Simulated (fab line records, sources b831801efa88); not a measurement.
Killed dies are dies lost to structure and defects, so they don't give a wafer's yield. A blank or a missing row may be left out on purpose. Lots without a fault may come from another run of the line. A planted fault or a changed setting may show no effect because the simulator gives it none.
Problem report in the 8D (eight disciplines) form, filled by code | flow sky130 | the parts of the form that need people (team, actions taken, sign-off) are left out

1. THE PROBLEM
beam_on_s at SKY_LDD_N_IMPLANT_12 reads a mean of 12.81 s on 6 wafers of 2 lots; wafers without a fault read 9.98 s with a standard deviation of 0.21. That is +13 standard deviations from the usual mean.
First seen on wafer L409.3, day 24 06:09, on implanter-01. The record holds 42 wafers of 14 lots with a number at this step. Rule for "out", or "out of limits": more than 4 standard deviations from the usual mean. The other wafers with a number count as sound.

2. WHAT IT IS AND WHAT IT IS NOT
question                    | is                            | is not
which readings at this step | beam_on_s, faraday_current_uA | -
which lots                  | L409, L410                    | L391, L392, L393, L394, L395, L397, L400, L401, L404, L411, L413, L414
which wafers of those lots  | all that have a number        | -
read on which tools         | implanter-01                  | implanter-03, implanter-04
when                        | from day 24 06:09             | up to then (27 sound wafers); but 9 sound wafers of L411, L413, L414 came after

3. SUSPECTS, AND WHAT RULES EACH OUT
Counting: a tool at a process step up to the reading stays a suspect if it ran every lot that is out and no sound lot after the first of them.
- implanter-01 at SKY_LDD_N_IMPLANT_12: kept. It ran every lot that is out, first L409 (day 24 06:09), and no sound lot after that; its last sound lot up to then is L394 (day 18 15:12). Its own readings are out on those wafers: beam_on_s, faraday_current_uA.
Left after counting: implanter-01 at SKY_LDD_N_IMPLANT_12.

4. THE CAUSE (what the simulator had put in)
Process parameter drift: implanter-01, from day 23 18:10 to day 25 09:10, at SKY_LDD_N_IMPLANT_12. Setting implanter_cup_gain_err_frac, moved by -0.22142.
Counting left only this tool.

5. THE CHAIN OF EFFECTS, in route order
Each row: a reading whose mean over the struck wafers that have a number lies more than 3 standard deviations from the usual. Only readings for which the record gives a usual standard deviation are gone through. hours: the time from each lot's start at the first step in this table that gives one to its start at this step, as a median over the lots. sigmas: the change in usual standard deviations.
hours | step                 | reading            | usual  | on struck wafers | change | sigmas
0     | SKY_LDD_N_IMPLANT_12 | beam_on_s          | 9.98 s | 12.81            | +2.83  | +13
0     | SKY_LDD_N_IMPLANT_12 | faraday_current_uA | 28.2   | 22.0             | -6.2   | -11
The process steps in it:
- SKY_LDD_N_IMPLANT_12
Later measuring or inspecting steps at which every struck wafer that the step has a row for has a number for every such reading, and none has moved that far: SKY_LDD_HVN_OVL_MEAS_07.

6. WHAT WOULD HAVE CAUGHT IT SOONER
In this record the first reading out of limits was taken at day 24 06:09, 12 hours after the fault began at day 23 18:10.
